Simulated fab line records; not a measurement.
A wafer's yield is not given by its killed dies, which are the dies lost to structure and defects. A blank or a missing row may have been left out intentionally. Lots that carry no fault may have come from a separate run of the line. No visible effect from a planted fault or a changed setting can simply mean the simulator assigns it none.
Chamber matching + flow sky130 + SKY_CAPM_CVD_00 on pecvd-04 has 3 sister chambers
The step deposits SiO2, target thk 15.5 nm. 3 wafers are shown with their chamber, then 8 later ones without.

## EACH WAFER AND ITS CHAMBER
| wafer  | chamber | heater-power-w (W) |
|--------|---------|--------------------|
| L086.5 | 0       | 871                |
| L087.3 | 1       | 631                |
| L092.2 | 2       | 984                |

## WAFERS WITHOUT THEIR CHAMBER
| wafer  | heater-power-w (W) |
|--------|--------------------|
| L092.4 | 973                |
| L092.6 | 830                |
| L093.2 | 916                |
| L093.3 | 776                |
| L093.4 | 758                |
| L096.2 | 959                |
| L096.3 | 851                |
| L096.4 | 847                |

## CHAMBER TAKEN BY EACH
| wafer  | from the rows above          | in truth |
|--------|------------------------------|----------|
| L092.4 | can't be placed: 2 or 0      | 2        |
| L092.6 | can't be placed: 0 or 2      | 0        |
| L093.2 | can't be placed: 0 or 2      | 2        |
| L093.3 | can't be placed: 0 or 1 or 2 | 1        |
| L093.4 | can't be placed: 0 or 1 or 2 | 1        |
| L096.2 | can't be placed: 2 or 0      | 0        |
| L096.3 | can't be placed: 0 or 2      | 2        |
| L096.4 | can't be placed: 0 or 2      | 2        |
Placed correctly: 0 of 8. These rows do not allow placing 8 (true chamber among the candidates in 8). 0 placed wrongly.
How it was worked out, from the rows above alone: a wafer's distance from a chamber is the root of the sum, over the readings, of the square of ((its reading less the chamber's mean) divided by the reading's scatter). If the next closest chamber is less than 2 further off than the closest, the wafer can't be placed; otherwise it belongs to the closest. Each chamber's mean is taken over the wafers shown for it. The scatter (one wafer shown for each chamber): square how far every hidden wafer sits from the nearest shown wafer, average those squares and take the square root.
